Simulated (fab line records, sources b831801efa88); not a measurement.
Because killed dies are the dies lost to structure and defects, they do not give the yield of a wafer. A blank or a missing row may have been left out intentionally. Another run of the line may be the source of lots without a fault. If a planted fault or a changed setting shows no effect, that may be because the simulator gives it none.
Comparing a struck lot with a sound one || flow sky130 || 35 out of 708 route steps
Sound: the wafers L915.1, L915.3, L915.5. Struck: wafer L919.1 (L919.4, L919.5, from the same lot, were not struck and are left out); the cause is given at the end.
At each step with rows: each side's tool, then ch and its chambers, then its first start. Under that, the readings that differ: sound wafers || struck wafers || difference of the means || sigmas: that difference in standard deviations of wafers without a fault.
alike: readings whose means differ by less than 2 such deviations, and words and numbers that are the same on both sides. not compared: withheld readings, readings that some wafer has no value for, bounds like >300 that may hide the same value, and numbers for which the record gives no deviation and whose values overlap.
Wherever a step has rows on one side only, a row that says differs or no value, or a row with sigmas, the two part there. Numbers that don't overlap but have no deviation are shown without sigmas and don't part them. Lack of a reading on every wafer of one side parts them only where that side has two or more wafers.

first, 2 steps without rows for these wafers: SKY_SD_N_IMPLANT_10; SKY_SD_N_STRIP_11 (strips in O2/N2).
SKY_SD_N_TW_MEAS_12:
  sound on film_metro-04, day 30 16:24; struck on film_metro-02, day 30 22:15
  alike: SD_N_TW
then, 2 steps without rows for these wafers: SKY_SD_N_CLEAN_13 (cleans in SC1/SC2, time 150 s); SKY_SD_N_RTA_14 (time 2 s).
SKY_SD_N_RS_MEAS_16: measures by four-point-probe.
  sound on film_metro-02, day 30 16:41; struck on film_metro-02, day 30 22:32
  alike: SD_N_RS
SKY_SD_N_RS_MEAS_17: measures by four-point-probe.
  sound on film_metro-02, day 30 16:48; struck on film_metro-02, day 30 22:39
{"reading": "SD_P_RS (ohm/sq)", "sound": "146.8 147.7 146.9", "struck": 147.9, "difference": "+0.8", "sigmas": "+2"}
SKY_SD_N_RS_MEAS_18: measures by four-point-probe.
  sound on film_metro-02, day 30 16:55; struck on film_metro-02, day 30 22:46
  alike: RES_XHIGH_RS
then, 2 steps without rows for these wafers: SKY_SALICIDE_CLEAN_00 (cleans in HF-last, time 30 s); SKY_LI_CONTACT_HDPCVD_00 (deposits PSG, target thk 930 nm, time 155 s).
SKY_LI_CONTACT_THK_MEAS_01:
  sound on film_metro-02, day 30 17:10; struck on film_metro-02, day 30 23:01
  alike: LI_CONTACT_HDPCVD_THK
SKY_LI_CONTACT_CMP_02: polishes PSG.
  sound on cmp-02 ch 1,2, day 30 17:27; struck on cmp-02 ch 2, day 30 23:04
{"reading": "time_to_endpoint_s (s)", "sound": "31 42 37", "struck": 24, "difference": -13, "sigmas": -3}
{"reading": "model.PSG_of_LI_CONTACT_HDPCVD_00.thk_nm (nm)", "sound": "595.2 599.3 598.7", "struck": 656.1, "difference": "+58.4", "sigmas": ""}
  alike: head_pressure_psi, motor_current_A
SKY_LI_CONTACT_BOW_MEAS_03:
  sound on film_metro-03, day 30 17:42; struck on film_metro-02, day 30 23:40
  not compared: hold, LI_CONTACT_BOW
then, 7 steps without rows for these wafers: SKY_LI_CONTACT_HMDS_05 (prime time 60 s); SKY_LI_CONTACT_COAT_06 (resist thk 60 nm); SKY_LI_CONTACT_COAT_07 (resist thk 450 nm); SKY_LI_CONTACT_SOFTBAKE_08 (time 90 s); SKY_LI_CONTACT_EXPOSE_09 (exposes mask LICM1, target cd 170 nm); SKY_LI_CONTACT_PEB_10; SKY_LI_CONTACT_DEVELOP_11 (develop time 60 s).
SKY_LI_CONTACT_CD_MEAS_12: target cd 170 nm.
  sound on cd_sem-01, day 31 21:32; struck on cd_sem-01, day 32 02:55
  alike: cd_nm
SKY_LI_CONTACT_OVL_MEAS_13:
  sound on overlay-02, day 31 21:41; struck on overlay-01, day 32 03:02
  alike: LI_CONTACT_OVL
SKY_LI_CONTACT_ETCH_14: etches BARC in N2/H2, stops on SiO2, time 45.9 s, target depth 60 nm.
  sound on rie_diel-04 ch 1,2, day 31 21:43; struck on rie_diel-01 ch 2, day 32 03:04
  alike: drypump_motor_current_A, oes_product_au, throttle_valve_pct
  not compared: rf_hours_counter_h
SKY_LI_CONTACT_ETCH_15: etches PSG in C4F8/O2/Ar, stops on Si, target depth 600 nm.
  sound on rie_diel-04 ch 1,2, day 31 21:46; struck on rie_diel-01 ch 2, day 32 03:07
{"reading": "oes_product_au (a.u.)", "sound": "0.843 0.843 0.845", "struck": 0.876, "difference": "+0.032", "sigmas": "+7"}
{"reading": "model.etch.depth_nm (nm)", "sound": "595.2 599.3 598.7", "struck": 656.1, "difference": "+58.4", "sigmas": ""}
{"reading": "model.LI_CONTACT.feature_depth_nm (nm)", "sound": "595.2 599.3 598.7", "struck": 656.1, "difference": "+58.4", "sigmas": ""}
SKY_LI_CONTACT_STRIP_16: strips in O2/N2.
  sound on plasma_asher-04 ch 0,1, day 31 21:50; struck on plasma_asher-01 ch 1, day 32 03:12
  alike: drypump_motor_current_A, oes_product_au, strip_time_to_endpoint_s
  not compared: rf_hours_counter_h
then, 2 steps without rows for these wafers: SKY_LI_CONTACT_CLEAN_17 (cleans in NMP, time 600 s); SKY_LI_CONTACT_PRE_CLEAN_18 (time 5.6 s).
SKY_LI_CONTACT_SPUTTER_19: material Ti, target thk 20 nm, time 106.37 s.
  sound on pvd_sputter-03, day 31 22:09; struck on pvd_sputter-04, day 32 03:44
  alike: throttle_valve_pct
SKY_LI_CONTACT_SPUTTER_20: material TiN, target thk 20 nm, time 80 s.
  sound on pvd_sputter-03, day 31 22:14; struck on pvd_sputter-04, day 32 03:49
  alike: throttle_valve_pct
then, 1 step without rows for these wafers: SKY_LI_CONTACT_CVD_21 (deposits W, target thk 400 nm, time 120.56 s).
SKY_LI_CONTACT_RS_MEAS_22: measures by four-point-probe.
  sound on film_metro-03, day 31 22:25; struck on film_metro-03, day 32 04:00
  alike: LI_CONTACT_W_RS
SKY_LI_CONTACT_THK_MEAS_23: measures by xrf.
  sound on film_metro-03, day 31 22:32; struck on film_metro-03, day 32 04:07
  alike: LI_CONTACT_W_THK
SKY_LI_CONTACT_CMP_24: polishes, stops on PSG, t overpolish 20 s, target thk 0 nm.
  sound on cmp-02 ch 2,3, day 31 22:35; struck on cmp-02 ch 2, day 32 04:11
{"reading": "model.PSG_of_LI_CONTACT_HDPCVD_00.thk_nm (nm)", "sound": "585.7 589.8 589.2", "struck": 646.6, "difference": "+58.4", "sigmas": ""}
  alike: head_pressure_psi, motor_current_A
SKY_LOCAL_INTERCONNECT_SPUTTER_00: material TiN, target thk 100 nm, time 83.3 s.
  sound on pvd_sputter-02, day 31 22:53; struck on pvd_sputter-01, day 32 04:29
  alike: throttle_valve_pct
-- here the record skips 17 days between the struck wafers' starts before and after, leaving off in module LOCAL_INTERCONNECT and picking up in module PAD_OPEN (first step shown: number 708 of the route) --
SKY_PAD_OPEN_PROBE_99:
  sound on prober-01, day 48 11:54; struck on prober-02, day 48 17:35
{"reading": "killed_at_front_end", "sound": "24 22 17", "struck": 12, "difference": -9, "sigmas": -2}
{"reading": "killed_dies", "sound": "83 103 94", "struck": 74, "difference": -19, "sigmas": -2}
{"reading": "model.etest.licon_pdiff.rc_ohm", "sound": "567.5 571.7 572.2", "struck": 615.1, "difference": "+44.6", "sigmas": ""}
{"reading": "model.etest.licon_ndiff.rc_ohm", "sound": "173.2 179.8 173", "struck": 194.7, "difference": "+19.4", "sigmas": ""}
{"reading": "model.etest.cap_li_to_poly.c_af_um2", "sound": "103.5 97.2 97.89", "struck": 85.07, "difference": -14.46, "sigmas": ""}
{"reading": "model.etest.licon_poly.rc_ohm", "sound": "157.5 152.7 143.8", "struck": 159.6, "difference": "+8.3", "sigmas": ""}
{"reading": "model.etest.cap_li_to_well.c_af_um2", "sound": "37.3 37.68 36.66", "struck": 34.06, "difference": -3.15, "sigmas": ""}
  alike: killed_at_M0_to_M3, killed_at_M4_up, killed_at_contacts, killed_at_other, killed_open, killed_short

WHERE THEY PART
First at SKY_SD_N_RS_MEAS_17; last, within this record, at SKY_PAD_OPEN_PROBE_99.

WHY: the cause the simulator had injected
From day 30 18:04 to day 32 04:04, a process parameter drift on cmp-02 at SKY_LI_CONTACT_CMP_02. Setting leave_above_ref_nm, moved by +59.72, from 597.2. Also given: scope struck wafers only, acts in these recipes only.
